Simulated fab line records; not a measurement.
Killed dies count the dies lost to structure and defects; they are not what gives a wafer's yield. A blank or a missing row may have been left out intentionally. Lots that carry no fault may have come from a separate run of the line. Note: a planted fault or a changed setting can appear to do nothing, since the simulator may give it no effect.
fab line records    flow sfq_line
record lots=14  wafers=42  last_day=81
route steps=325 shown M0@39 I0@43 M2@99 I2@105
lots that met no fault: taken from a fault-free run of the same line
start_h: the number of hours between the record's first day and the start of the first shown wafer of the lot    wait_h: how many hours have passed since the lot's step before this one    " unchanged from the row above    L1.1+2: one row covering several wafers at once    - either no value or no given start    * or withheld: withheld    < > ~ a bound
route shown NAME@n: NAME is a module with steps in the file, n the number in the route of the first one    usual: the fault-free wafers' mean and standard deviation    same: alike in all rows    chamber/n: place in a boat    sites: each site's reading    _std_site: standard deviation across them    _edge_site: outer sites' mean less inner sites'    radius_mm: for every site, how far away it sits from the centre of the wafer    mask NAME#n: copy n    behind: the most recent tool/chamber to have shaped the wafer    hold: what put the lot on hold/how long, in hours/how the hold closed    device: the n, p or np transistor that did not switch    end of line: tests of these same wafers at the route's end    for a step that has no rows: nothing shown but its recipe    killed: count of dies lost to structure and defects at first sort (not the wafer's yield)    map: a wafer's dies, marking killed ones x, the rest . and places with no die _
set.NAME: setting as actually run; set.NAME@STEP: the setting as run at that earlier step    model.NAME: the simulator's own value behind a step, which no gauge read
a sample of lots followed through the steps of the route, with each step as a table and each wafer as a row
services: from which hour (start_h, from the record's first day; less than 0 if before it) a tool's chamber was out of use, for how many hours, and why
## steps
# step SFQ_TRILAYER_M0_BARC_OPEN_METAL_ETCH_031
# recipe mask_material=PR  chemistry=O2  target_depth_nm=125  target=BARC  icp_w=600  bias_w=80  pressure_mtorr=10  time_s=41.7
# usual drypump_motor_current_A=5.9/0.31  oes_product_au=0.685/0.0043  run_length_s=70.1/0.3
lot.wafer  tool          chamber  start_h  wait_h  drypump_motor_current_A  oes_product_au  rf_hours_counter_h  run_length_s
L102.2     rie_metal-03  1        184.56   0.0     6.3                      0.681           9                   69.6
L102.4     "             0        "        "       5.5                      0.684           -                   70.1
L102.6     "             0        "        "       5.6                      0.678           -                   70.0
L105.1     rie_metal-01  0        277.46   0.0     5.8                      0.686           51                  69.9
L105.5     "             1        "        "       5.7                      0.689           -                   70.4
L105.6     "             0        "        "       5.8                      0.689           -                   69.5
L106.2     rie_metal-03  1        293.06   0.0     6.3                      0.684           24                  70.3
L106.3     "             0        "        "       5.5                      0.677           -                   69.8
L106.5     "             1        "        "       6.3                      0.675           -                   69.8
L107.4     rie_metal-01  1        294.28   0.0     5.7                      0.683           -                   70.1
L107.5     "             1        "        "       5.7                      0.692           -                   70.3
L107.6     "             0        "        "       5.8                      0.683           -                   69.6
L108.3     rie_metal-03  1        295.48   0.0     6.3                      0.694           -                   70.1
L108.4     "             0        "        "       5.5                      0.687           -                   69.9
L108.5     "             1        "        "       6.4                      0.689           -                   69.7
L109.1     rie_metal-04  1        296.66   0.0     5.7                      0.679           46                  70.2
L109.3     "             0        "        "       6.3                      0.675           -                   70.8
L109.6     "             1        "        "       5.7                      0.675           -                   70.0
L115.1     rie_metal-01  1        305.07   0.0     5.7                      0.682           91                  70.2
L115.3     "             0        "        "       5.8                      0.681           -                   69.7
L115.4     "             1        "        "       5.7                      0.684           -                   70.4
L116.1     rie_metal-03  0        306.33   0.0     5.5                      0.686           68                  70.2
L116.2     "             0        "        "       5.5                      0.625           -                   79.1
L116.6     "             0        "        "       5.5                      0.636           -                   79.0
L117.3     rie_metal-01  1        307.48   0.0     5.7                      0.690           -                   70.3
L117.4     "             0        "        "       5.8                      0.682           -                   69.8
L117.6     "             1        "        "       5.8                      0.689           -                   70.6
L118.2     rie_metal-03  0        308.66   0.0     5.6                      0.634           69                  78.9
L118.5     "             1        "        "       6.3                      0.689           -                   69.9
L118.6     "             0        "        "       5.6                      0.633           -                   79.3
L121.2     rie_metal-04  1        312.26   0.0     5.7                      0.689           49                  70.0
L121.3     "             1        "        "       5.7                      0.681           -                   70.5
L121.5     "             0        "        "       6.3                      0.681           -                   70.8
L122.2     rie_metal-04  0        313.46   0.0     6.3                      0.698           118                 70.4
L122.4     "             1        "        "       5.7                      0.683           -                   70.3
L122.5     "             0        "        "       6.3                      0.689           -                   70.2
L123.1     rie_metal-01  0        318.02   0.0     5.8                      0.688           59                  69.9
L123.2     "             1        "        "       5.7                      0.681           93                  69.9
L123.3     "             0        "        "       5.8                      0.680           -                   69.4
L125.2     rie_metal-01  1        332.42   0.0     5.8                      0.692           96                  70.2
L125.4     "             0        "        "       5.8                      0.686           -                   69.7
L125.5     "             0        "        "       5.8                      0.688           -                   70.0
# step SFQ_TRILAYER_I0_DEP_PECVD_027
# recipe material=SiO2  temp_c=150  time_s=111.11  pressure_torr=2.4  rf_w=183.3  precursor=SiH4/N2O  target_thk_nm=500
# usual heater_power_w=80/9.2  throttle_valve_pct=24.3/1.4
lot.wafer  tool      chamber  start_h  wait_h  heater_power_w  throttle_valve_pct
L102.2     pecvd-04  2        185.52   0.0     89              23.2
L102.4     "         1        "        "       72              24.0
L102.6     "         2        "        "       75              22.5
L105.1     pecvd-02  1        278.42   0.0     70              26.4
L105.5     "         2        "        "       70              25.0
L105.6     "         1        "        "       78              26.6
L106.2     pecvd-01  1        294.02   0.0     85              22.4
L106.3     "         2        "        "       85              23.7
L106.5     "         1        "        "       86              22.4
L107.4     pecvd-04  0        295.26   0.0     87              22.9
L107.5     "         1        "        "       65              24.1
L107.6     "         2        "        "       88              23.2
L108.3     pecvd-02  1        296.42   0.0     86              26.8
L108.4     "         2        "        "       65              24.8
L108.5     "         1        "        "       89              26.7
L109.1     pecvd-01  2        297.62   0.0     81              23.4
L109.3     "         1        "        "       90              22.3
L109.6     "         2        "        "       82              23.4
L115.1     pecvd-02  1        306.03   0.0     74              26.3
L115.3     "         2        "        "       73              24.9
L115.4     "         1        "        "       80              26.6
L116.1     pecvd-01  2        308.08   0.0     79              23.4
L116.2     "         0        "        "       75              23.2
L116.6     "         0        "        "       79              22.9
L117.3     pecvd-04  2        308.42   0.0     78              23.2
L117.4     "         1        "        "       71              24.3
L117.6     "         2        "        "       82              23.1
L118.2     pecvd-02  1        309.62   0.0     81              26.7
L118.5     "         1        "        "       82              26.5
L118.6     "         0        "        "       82              25.9
L121.2     pecvd-02  2        313.22   0.0     73              24.7
L121.3     "         1        "        "       76              26.6
L121.5     "         2        "        "       57              24.7
L122.2     pecvd-01  2        314.42   0.0     90              23.6
L122.4     "         1        "        "       82              22.3
L122.5     "         2        "        "       74              23.7
L123.1     pecvd-02  1        318.98   0.0     86              26.5
L123.2     "         2        "        "       60              24.9
L123.3     "         0        "        "       88              25.9
L125.2     pecvd-04  0        333.38   0.0     87              23.0
L125.4     "         1        "        "       72              24.1
L125.5     "         0        "        "       95              22.9
# step SFQ_TRILAYER_M2_BARC_OPEN_METAL_ETCH_077
# recipe mask_material=PR  chemistry=O2  target_depth_nm=125  target=BARC  icp_w=600  bias_w=80  pressure_mtorr=10  time_s=41.7
# usual drypump_motor_current_A=5.92/0.3  oes_product_au=0.684/0.0046  run_length_s=70.05/0.29
lot.wafer  tool          chamber  start_h  wait_h  drypump_motor_current_A  oes_product_au  rf_hours_counter_h  run_length_s
L102.2     rie_metal-03  1        537.98   0.0     6.35                     0.686           -                   70.23
L102.4     "             1        "        "       6.34                     0.681           -                   69.59
L102.6     "             1        "        "       6.32                     0.680           -                   70.06
L105.1     rie_metal-01  0        693.86   0.0     5.80                     0.689           119                 69.92
L105.5     "             0        "        "       5.80                     0.685           -                   70.12
L105.6     "             1        "        "       5.75                     0.677           -                   70.57
L106.2     rie_metal-03  0        703.46   0.0     5.55                     0.685           122                 70.16
L106.3     "             0        "        "       5.56                     0.687           -                   70.01
L106.5     "             1        "        "       6.26                     0.685           -                   69.75
L107.4     rie_metal-04  0        710.68   0.0     6.34                     0.686           -                   70.20
L107.5     "             0        "        "       6.32                     0.684           -                   70.47
L107.6     "             1        "        "       5.69                     0.688           -                   70.17
L108.3     rie_metal-01  1        714.28   0.0     5.74                     0.681           -                   69.85
L108.4     "             0        "        "       5.78                     0.681           -                   69.55
L108.5     "             1        "        "       5.72                     0.686           -                   69.85
L109.1     rie_metal-04  1        717.86   0.0     5.72                     0.671           112                 70.26
L109.3     "             0        "        "       6.33                     0.687           -                   70.19
L109.6     "             1        "        "       5.71                     0.687           -                   70.24
L115.1     rie_metal-04  1        738.10   0.0     5.69                     0.683           116                 70.10
L115.3     "             1        "        "       5.69                     0.684           -                   70.18
L115.4     "             0        "        "       6.32                     0.690           -                   70.20
L116.1     rie_metal-03  0        739.30   0.0     5.54                     0.684           128                 70.80
L116.2     "             1        "        "       6.32                     0.684           95                  69.79
L116.6     "             0        "        "       5.55                     0.678           -                   69.95
L117.3     rie_metal-01  0        744.40   0.0     5.80                     0.685           -                   69.97
L117.4     "             1        "        "       5.74                     0.684           -                   70.42
L117.6     "             1        "        "       5.71                     0.687           -                   70.20
L118.2     rie_metal-04  0        745.58   0.0     6.32                     0.682           18                  70.12
L118.5     "             1        "        "       5.71                     0.678           -                   70.58
L118.6     "             0        "        "       6.34                     0.684           -                   70.86
L121.2     rie_metal-04  0        749.18   0.0     6.32                     0.688           19                  70.81
L121.3     "             1        "        "       5.68                     0.687           -                   70.15
L121.5     "             0        "        "       6.33                     0.690           -                   70.15
L122.2     rie_metal-03  1        750.38   0.0     6.27                     0.681           96                  69.59
L122.4     "             1        "        "       6.28                     0.690           -                   69.87
L122.5     "             1        "        "       6.31                     0.686           -                   69.85
L123.1     rie_metal-04  0        752.78   0.0     6.32                     0.688           19                  70.16
L123.2     "             1        "        "       5.71                     0.691           118                 70.02
L123.3     "             0        "        "       6.34                     0.690           -                   70.22
L125.2     rie_metal-01  1        755.18   0.0     5.73                     0.688           166                 69.86
L125.4     "             0        "        "       5.74                     0.684           -                   69.49
L125.5     "             1        "        "       5.75                     0.682           -                   70.00
# step SFQ_I2_BOW_MEAS_917
# recipe mode=bow
# usual I2_BOW=2/9.2
lot.wafer  tool           chamber  start_h  wait_h  I2_BOW[um]
L102.2     film_metro-03  -        543.42   2.5     -19
L102.4     "              -        "        "       -22
L102.6     "              -        "        "       -23
L105.1     film_metro-02  -        699.69   1.0     4
L105.5     "              -        "        "       -5
L105.6     "              -        "        "       5
L106.2     film_metro-01  -        707.76   1.0     -1
L106.3     "              -        "        "       -5
L106.5     "              -        "        "       -3
L107.4     film_metro-03  -        716.55   2.1     25
L107.5     "              -        "        "       13
L107.6     "              -        "        "       24
L108.3     film_metro-02  -        719.53   1.5     -7
L108.4     "              -        "        "       1
L108.5     "              -        "        "       4
L109.1     film_metro-01  -        723.09   1.0     7
L109.3     "              -        "        "       0
L109.6     "              -        "        "       3
L115.1     film_metro-01  -        743.49   1.0     2
L115.3     "              -        "        "       18
L115.4     "              -        "        "       12
L116.1     film_metro-02  -        745.29   1.5     -4
L116.2     "              -        "        "       -2
L116.6     "              -        "        "       8
L117.3     film_metro-01  -        748.46   1.5     -10
L117.4     "              -        "        "       -15
L117.6     "              -        "        "       -10
L118.2     film_metro-02  -        750.24   1.0     15
L118.5     "              -        "        "       4
L118.6     "              -        "        "       16
L121.2     film_metro-02  -        758.44   2.0     17
L121.3     "              -        "        "       7
L121.5     "              -        "        "       14
L122.2     film_metro-03  -        759.19   2.5     -3
L122.4     "              -        "        "       -3
L122.5     "              -        "        "       3
L123.1     film_metro-02  -        762.17   1.0     6
L123.2     "              -        "        "       -7
L123.3     "              -        "        "       2
L125.2     film_metro-01  -        765.19   2.0     -4
L125.4     "              -        "        "       -9
L125.5     "              -        "        "       -10
## services
tool          chamber  start_h  hours  kind
pecvd-02      0        161.86   2.8    repair
pecvd-01      -        167.55   0.7    repair
pecvd-01      -        194.25   14.0   pm
pecvd-04      -        243.69   1.3    repair
rie_metal-04  1        246.56   21.5   repair
rie_metal-03  1        270.88   12.7   repair
pecvd-02      2        337.26   11.2   repair
pecvd-04      -        347.97   5.5    pm
rie_metal-03  -        367.14   15.6   pm
rie_metal-04  0        404.19   1.8    repair
pecvd-02      1        457.95   4.7    repair
pecvd-02      -        487.06   14.6   pm
rie_metal-03  0        511.25   41.3   repair
rie_metal-03  1        531.38   1.5    repair
rie_metal-01  -        533.91   2.8    pm
rie_metal-01  -        572.83   2.1    repair
rie_metal-04  0        585.07   8.9    repair
rie_metal-04  -        603.92   14.6   pm
rie_metal-01  -        652.68   4.0    pm
rie_metal-04  -        670.93   1.4    pm
rie_metal-01  0        679.05   3.2    repair
rie_metal-03  1        718.17   6.1    repair
pecvd-02      1        728.69   7.8    repair
pecvd-02      -        750.16   0.5    repair
## key
first_sign step=SFQ_TRILAYER_M0_BARC_OPEN_METAL_ETCH_031  reading=run_length_s  direction=up  sigmas=30  usual=*  struck=*
effect step=SFQ_TRILAYER_M0_BARC_OPEN_METAL_ETCH_031  reading=oes_product_au  direction=down  sigmas=12  usual=0.685  struck=0.632
met_at SFQ_TRILAYER_M0_BARC_OPEN_METAL_ETCH_031
struck_lots L116,L118
struck_wafers L116.2,L116.6,L118.2,L118.6
not_acting_at SFQ_TRILAYER_I0_DEP_PECVD_027,SFQ_TRILAYER_M2_BARC_OPEN_METAL_ETCH_077,SFQ_I2_BOW_MEAS_917
onset_between 295.48 306.33
fault kind=process_parameter_drift  tool=rie_metal-03  chamber=-  onset_h=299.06  steps=SFQ_TRILAYER_M0_BARC_OPEN_METAL_ETCH_031  channel=time_s  offset=*  shape=step  end_h=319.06  scope=struck_wafers_only  acts_in=*  stated=*
